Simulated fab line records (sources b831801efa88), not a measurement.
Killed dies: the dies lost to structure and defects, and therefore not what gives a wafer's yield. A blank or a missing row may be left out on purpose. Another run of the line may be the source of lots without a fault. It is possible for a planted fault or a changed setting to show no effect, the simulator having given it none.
Comparing a struck lot with a sound one	flow sky130	16 steps out of a route of 708
Sound: the wafers L762.3, L762.5, L762.6. Struck: wafers L754.1, L754.3, L754.4. The cause is named last.
Per side, at each step with rows, come the tool, then ch with its chambers, and then its first start. Under that, the readings that differ: sound wafers	struck wafers	difference of the means	sigmas: that difference in standard deviations of wafers without a fault.
alike: a reading whose means differ by less than 2 such deviations, as well as words and numbers matching on both sides. not compared: withheld readings; readings where some wafer has no value; bounds like >300 that might hide an equal value; numbers whose values overlap and for which the record gives no deviation.
Wherever a step has rows on one side only, a row that says differs or no value, or a row with sigmas, the two part there. Non-overlapping numbers with no deviation appear without sigmas and do not part them. A reading that every wafer of one side lacks parts them only if that side has two wafers or more.

SKY_VIA2_CMP_02: polishes SiO2.
  sound on cmp-02 ch 1,2, day 42 02:44; struck on cmp-01 ch 0,2,3, day 39 01:38
  alike: motor-current-A
SKY_VIA2_BOW_MEAS_03:
  sound: film-metro-01 at day 42 03:01; struck: film-metro-04 at day 39 01:56
  alike: VIA2_BOW
then, 8 steps without rows for these wafers: SKY_VIA2_DEHYDRATE_04 (time 60 s); SKY_VIA2_HMDS_05 (prime time 60 s); SKY_VIA2_COAT_06 (resist thk 60 nm); SKY_VIA2_COAT_07 (resist thk 450 nm); SKY_VIA2_SOFTBAKE_08 (time 90 s); SKY_VIA2_EXPOSE_09 (exposes mask VIM2, target cd 200 nm); SKY_VIA2_PEB_10; SKY_VIA2_DEVELOP_11 (develop time 60 s).
SKY_VIA2_CD_MEAS_12 targets a cd of 200 nm.
  sound: cd-sem-02 at day 43 01:32; struck: cd-sem-01 at day 40 01:53
  alike: cd-nm
SKY_VIA2_OVL_MEAS_13:
  sound: overlay-01 at day 43 01:37; struck: overlay-02 at day 40 02:00
  alike: VIA2_OVL
SKY_VIA2_ETCH_14: etches BARC in N2/H2, stops on SiO2, time 45.9 s, target depth 60 nm.
  sound on rie-diel-02 ch 1,2,3, day 43 01:38; struck on rie-diel-01 ch 0,1,3, day 40 02:02
reading	sound	struck	difference	sigmas
oes-product-au (a.u.)	0.849 0.855 0.855	0.998 0.988 0.983	+0.137	+27
run-length-s (s)	74.3 73.9 74.4	67.0 66.5 67.9	-7.1	-17
model.KrF-thick_of_VIA2_COAT_07.thk-nm (nm)	392.7 394.1 393.1	399.2 397.4 398.2	+5.0	
  alike: chamber-pressure-mTorr, drypump-motor-current-A, throttle-valve-pct
  not compared: rf-hours-counter-h
SKY_VIA2_ETCH_15: etches SiO2 in C4F8/O2/Ar, stops on TiN, target depth 546 nm, time 84 s.
  sound on rie-diel-02 ch 1,2,3, day 43 01:41; struck on rie-diel-01 ch 0,1,3, day 40 02:04
reading	sound	struck	difference	sigmas
model.KrF-thick_of_VIA2_COAT_07.thk-nm (nm)	284.4 284.5 283.5	290 286.9 288.8	+4	
  alike: chamber-pressure-mTorr, oes-product-au, run-length-s
  not compared: rf-hours-counter-h
SKY_VIA2_STRIP_16: strips in O2/N2.
  sound on plasma-asher-01 ch 0,1, day 43 01:47; struck on plasma-asher-03 ch 0,1, day 40 02:08
reading	sound	struck	difference	sigmas
strip-time-to-endpoint-s (s)	4.048 4.059 4.039	4.117 4.081 4.100	+0.051	+2
  alike: chamber-pressure-mTorr, drypump-motor-current-A, oes-product-au
  not compared: rf-hours-counter-h
then, 1 step without rows for these wafers: SKY_VIA2_STRIP_17 (strips in post etch residue remover, time 1200 s).

## WHERE THEY PART
Last at SKY_VIA2_STRIP_16 as far as this record goes, first at SKY_VIA2_ETCH_14.

WHY: whatever the simulator had introduced
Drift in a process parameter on rie-diel-01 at SKY_VIA2_ETCH_14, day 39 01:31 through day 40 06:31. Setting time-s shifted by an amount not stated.
